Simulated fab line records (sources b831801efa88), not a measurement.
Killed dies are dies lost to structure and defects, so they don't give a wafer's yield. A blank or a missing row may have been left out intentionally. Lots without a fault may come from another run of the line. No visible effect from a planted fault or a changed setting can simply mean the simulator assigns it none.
Struck lot and sound lot, side by side -- flow sky130 -- 13 steps out of a route of 708
Sound: wafers L154.2, L154.3, L154.6. Wafers L145.3, L145.4, L145.6 were the ones struck. The cause is given at the end.
Each step with rows lists, per side, the tool, then ch with its chambers, then its first start. Under that, the readings that differ: sound wafers -- struck wafers -- difference of the means -- sigmas: that difference in standard deviations of wafers without a fault.
alike: readings with means less than 2 such deviations apart, plus words and numbers identical on both sides. not compared: withheld readings, readings lacking a value on some wafer, bounds such as >300 that could conceal the same value, and numbers that have no deviation in the record and whose values overlap.
The two part at a step that has a row with sigmas, a row that says differs or no value, or rows on one side only. Numbers that have no deviation but don't overlap get no sigmas and don't part them. A reading missing from all wafers of one side parts the sides only when that side holds two or more wafers.

SKY_NWELL_TW_MEAS_26:
  sound on film_metro-02, day 9 16:04; struck on film_metro-03, day 7 05:40
  alike: NWELL_2_TW
then, 1 step without rows for these wafers: SKY_NWELL_CLEAN_27 (cleans in SC1/SC2, time 150 s).
SKY_NWELL_RTA_28: time 30 s.
  sound on rtp_anneal-01 ch 0, day 9 16:11; struck on rtp_anneal-01 ch 0, day 7 05:48
  alike: lamp_power_pct, ramp_down_c_per_s, wafer_temp_C_max
SKY_NWELL_RS_MEAS_29: measurement is done with a four-point probe.
  sound on film_metro-01, day 9 16:18; struck on film_metro-02, day 7 05:54
  alike: NWELL_RS
SKY_NWELL_RS_MEAS_31: measurement is done with a four-point probe.
  sound on film_metro-01, day 9 16:32; struck on film_metro-02, day 7 06:08
  alike: PWDE_RS
then, 6 steps without rows for these wafers: SKY_VT_ADJUST_HVTP_DEHYDRATE_00 (time 60 s); SKY_VT_ADJUST_HVTP_HMDS_01 (prime time 60 s); SKY_VT_ADJUST_HVTP_COAT_02 (resist thk 1140 nm); SKY_VT_ADJUST_HVTP_SOFTBAKE_03 (time 60 s); SKY_VT_ADJUST_HVTP_EXPOSE_04 (exposes mask HVTPM, target cd 380 nm); SKY_VT_ADJUST_HVTP_PEB_05.
SKY_VT_ADJUST_HVTP_DEVELOP_06: develop time 60 s.
  sound on litho_track-04 ch 0, day 10 14:43; struck on litho_track-04, day 8 03:26
  no value came back on the struck wafers for chill_plate_temp_C (C), develop_time_s (s), resist_line_temp_C (C); on the sound wafers chill_plate_temp_C (C) reads 22.95 22.98 22.99
SKY_VT_ADJUST_HVTP_CD_MEAS_07 targets a cd of 380 nm.
  sound on cd_sem-02, day 10 14:52; struck on cd_sem-02, day 8 03:35
reading,sound,struck,difference,sigmas
cd_nm (nm),379.7 378.5 377.3,- - -,no value on the struck wafers,

WHERE THEY PART
First at SKY_VT_ADJUST_HVTP_DEVELOP_06; last, within this record, at SKY_VT_ADJUST_HVTP_CD_MEAS_07.

WHY: the cause the simulator had injected
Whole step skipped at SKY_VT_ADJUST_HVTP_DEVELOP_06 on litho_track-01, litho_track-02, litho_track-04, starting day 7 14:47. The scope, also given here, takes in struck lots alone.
